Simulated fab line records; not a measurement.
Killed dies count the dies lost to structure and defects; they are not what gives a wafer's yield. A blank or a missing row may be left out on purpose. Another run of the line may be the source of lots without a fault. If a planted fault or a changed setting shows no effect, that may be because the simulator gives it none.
Matching of chambers || flow sfq-line || SFQ_TRILAYER_I0_CMP_CMP_028 on cmp-02 has 4 sister chambers
The step polishes SiO2. 8 wafers are shown with their chamber, then 10 later ones without.

## WAFERS PAIRED WITH THEIR CHAMBERS
{"wafer": "L712.6", "chamber": 1, "motor-current-A (A)": 10.1, "time-to-endpoint-s (s)": 211}
{"wafer": "L716.6", "chamber": 3, "motor-current-A (A)": 8.9, "time-to-endpoint-s (s)": 223}
{"wafer": "L726.2", "chamber": 2, "motor-current-A (A)": 10.6, "time-to-endpoint-s (s)": 212}
{"wafer": "L726.4", "chamber": 3, "motor-current-A (A)": 8.9, "time-to-endpoint-s (s)": 218}
{"wafer": "L727.2", "chamber": 2, "motor-current-A (A)": 11.0, "time-to-endpoint-s (s)": 211}
{"wafer": "L727.6", "chamber": 0, "motor-current-A (A)": 9.8, "time-to-endpoint-s (s)": 215}
{"wafer": "L728.3", "chamber": 0, "motor-current-A (A)": 10.2, "time-to-endpoint-s (s)": 218}
{"wafer": "L728.5", "chamber": 1, "motor-current-A (A)": 10.5, "time-to-endpoint-s (s)": 218}

## WAFERS MISSING THEIR CHAMBER
{"wafer": "L728.6", "motor-current-A (A)": 9.8, "time-to-endpoint-s (s)": 221}
{"wafer": "L729.2", "motor-current-A (A)": 9.3, "time-to-endpoint-s (s)": 213}
{"wafer": "L729.1", "motor-current-A (A)": 11.1, "time-to-endpoint-s (s)": 217}
{"wafer": "L729.5", "motor-current-A (A)": 8.8, "time-to-endpoint-s (s)": 213}
{"wafer": "L730.2", "motor-current-A (A)": 8.7, "time-to-endpoint-s (s)": 206}
{"wafer": "L730.3", "motor-current-A (A)": 10.6, "time-to-endpoint-s (s)": 215}
{"wafer": "L730.6", "motor-current-A (A)": 9.5, "time-to-endpoint-s (s)": 219}
{"wafer": "L731.1", "motor-current-A (A)": 10.3, "time-to-endpoint-s (s)": 210}
{"wafer": "L731.2", "motor-current-A (A)": 9.6, "time-to-endpoint-s (s)": 219}
{"wafer": "L731.4", "motor-current-A (A)": 10.1, "time-to-endpoint-s (s)": 213}

## WHICH CHAMBER EACH WENT THROUGH
{"wafer": "L728.6", "from the rows above": "can't be placed: 0 or 1", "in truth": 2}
{"wafer": "L729.2", "from the rows above": "can't be placed: 3 or 0 or 1", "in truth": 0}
{"wafer": "L729.1", "from the rows above": "can't be placed: 2 or 1", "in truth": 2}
{"wafer": "L729.5", "from the rows above": 3, "in truth": 3}
{"wafer": "L730.2", "from the rows above": "can't be placed: 3 or 0", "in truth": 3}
{"wafer": "L730.3", "from the rows above": "can't be placed: 1 or 2 or 0", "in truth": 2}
{"wafer": "L730.6", "from the rows above": "can't be placed: 0 or 3 or 1", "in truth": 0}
{"wafer": "L731.1", "from the rows above": "can't be placed: 1 or 2 or 0", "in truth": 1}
{"wafer": "L731.2", "from the rows above": "can't be placed: 0 or 3 or 1", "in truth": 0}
{"wafer": "L731.4", "from the rows above": "can't be placed: 1 or 0 or 2", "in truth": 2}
Placed correctly: 1 of 10. From these rows, 9 cannot be placed; in 8 the true chamber is one of the candidates. Number placed wrongly: 0.
How it was worked out, from the rows above alone: a wafer's distance from a chamber is the root of the sum, over the readings, of the square of ((its reading less the chamber's mean) divided by the reading's scatter). If the next closest chamber is less than 2 further off than the closest, the wafer can't be placed; otherwise it belongs to the closest. For every chamber, the mean is computed from those of its wafers that are shown. How the scatter is found: for the shown wafers, subtract from each reading the mean of its chamber, square and add these, divide the total by (wafers less chambers), then take the root.
